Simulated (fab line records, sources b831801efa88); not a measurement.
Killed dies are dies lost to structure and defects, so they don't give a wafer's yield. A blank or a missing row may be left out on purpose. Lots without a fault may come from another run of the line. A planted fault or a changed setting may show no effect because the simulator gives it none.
A struck lot beside a sound one | flow sky130 | 17 steps out of a route of 708
Sound: wafers L969.1, L969.4, L969.5. Struck: wafers L970.2, L970.3, L970.6. The cause comes at the end.
At each step with rows: each side's tool, then ch and its chambers, then its first start. Under that, the readings that differ: sound wafers | struck wafers | difference of the means | sigmas: that difference in standard deviations of wafers without a fault.
alike: readings whose means differ by less than 2 such deviations, and words and numbers that are the same on both sides. not compared: withheld readings, readings that some wafer has no value for, bounds like >300 that may hide the same value, and numbers for which the record gives no deviation and whose values overlap.
The two part at a step that has a row with sigmas, a row that says differs or no value, or rows on one side only. Numbers that don't overlap but have no deviation are shown without sigmas and don't part them. A reading that every wafer of one side lacks parts them only if that side has two wafers or more.

SKY_FIELD_ISO_THK_MEAS_02:
  sound on film_metro-03, day 1 22:06; struck on film_metro-03, day 2 02:38
  alike: FIELD_ISO_OXIDATION_00_THK
then, 1 step without rows for these wafers: SKY_FIELD_ISO_CVD_03 (deposits Si3N4 from DCS/NH3, target thk 165 nm, time 2830 s).
SKY_FIELD_ISO_THK_MEAS_04:
  sound on film_metro-03, day 1 23:57; struck on film_metro-01, day 2 06:32
  alike: FIELD_ISO_CVD_03_THK
then, 8 steps without rows for these wafers: SKY_FIELD_ISO_DEHYDRATE_05 (time 60 s); SKY_FIELD_ISO_HMDS_06 (prime time 60 s); SKY_FIELD_ISO_COAT_07 (resist thk 60 nm); SKY_FIELD_ISO_COAT_08 (resist thk 450 nm); SKY_FIELD_ISO_SOFTBAKE_09 (time 90 s); SKY_FIELD_ISO_EXPOSE_10 (exposes mask FOM, target cd 150 nm); SKY_FIELD_ISO_PEB_11; SKY_FIELD_ISO_DEVELOP_12 (develop time 60 s).
SKY_FIELD_ISO_CD_MEAS_13: target cd 150 nm.
  sound on cd_sem-02, day 2 05:37; struck on cd_sem-01, day 2 08:44
  alike: cd_nm
SKY_FIELD_ISO_ETCH_14: etches BARC in N2/H2, stops on SiO2, time 45.9 s, target depth 60 nm.
  sound on rie_diel-03 ch 0,1,3, day 2 05:44; struck on rie_diel-03 ch 1,2, day 2 08:50
  no value came back on the struck wafers for any of 6 readings (bias_w (W), chamber_pressure_mTorr (mTorr) and others); on the sound wafers bias_w (W) reads 99.88 100.32 99.69
  reading                                          | sound             | struck            | difference | sigmas
  model.KrF-thick_of_FIELD_ISO_COAT_08.thk_nm (nm) | 393.4 394.1 393.9 | 436.1 435.1 436.2 | +42.0      |
  not compared: rf_hours_counter_h
SKY_FIELD_ISO_ETCH_15: etches the open film in CHF3/O2, stops on Si, target depth 180 nm, time 72 s.
  sound on rie_diel-03 ch 0,1,3, day 2 05:47; struck on rie_diel-03 ch 1,2, day 2 08:52
  reading                                          | sound             | struck            | difference | sigmas
  oes_product_au (a.u.)                            | 0.949 0.950 0.949 | 0.378 0.378 0.363 | -0.576     | -73
  throttle_valve_pct (%)                           | 8.853 8.837 8.843 | 8.666 8.690 8.679 | -0.166     | -18
  model.KrF-thick_of_FIELD_ISO_COAT_08.thk_nm (nm) | 237.9 237.2 236.7 | 280.8 279.1 281.1 | +43.1      |
  alike: O2_flow_sccm, bias_w, drypump_motor_current_A
  not compared: rf_hours_counter_h
SKY_FIELD_ISO_STRIP_16: strips in O2/N2.
  sound on plasma_asher-01 ch 0,1, day 2 05:50; struck on plasma_asher-04 ch 0,1, day 2 08:55
  reading                      | sound             | struck            | difference | sigmas
  oes_product_au (a.u.)        | 0.379 0.384 0.375 | 0.402 0.400 0.395 | +0.020     | +4
  strip_time_to_endpoint_s (s) | 3.557 3.554 3.563 | 4.016 4.000 4.018 | +0.453     | +18
  alike: drypump_motor_current_A, n2_flow_sccm
  not compared: rf_hours_counter_h
SKY_FIELD_ISO_ETCH_17: etches Si in HBr/Cl2/O2, target depth 342 nm, time 97.7 s.
  sound on rie_si-01 ch 1,2,3, day 2 05:56; struck on rie_si-02 ch 1,2,3, day 2 09:01
  alike: HBr_flow_sccm, O2_flow_sccm, drypump_motor_current_A, oes_product_au, throttle_valve_pct
  not compared: rf_hours_counter_h
-- the record jumps here: 45 days lie between the struck wafers' starts before and after (it left off in module FIELD_ISO and takes up again in module PAD_OPEN, whose first step shown is number 708 of the route) --
SKY_PAD_OPEN_PROBE_99:
  sound on prober-02, day 46 10:37; struck on prober-01, day 47 02:05
  reading             | sound    | struck      | difference | sigmas
  killed_at_front_end | 27 23 25 | 426 433 419 | +401       | +89
  killed_dies         | 96 95 93 | 492 492 492 | +397       | +45
  killed_on_rim       | 19 18 21 | 96 96 96    | +77        | +23
  alike: killed_at_M0_to_M3, killed_at_M4_up, killed_at_contacts, killed_at_other, killed_open, killed_short

WHERE THEY PART
First at SKY_FIELD_ISO_ETCH_14; last, within this record, at SKY_PAD_OPEN_PROBE_99.

WHY: what the simulator had put in
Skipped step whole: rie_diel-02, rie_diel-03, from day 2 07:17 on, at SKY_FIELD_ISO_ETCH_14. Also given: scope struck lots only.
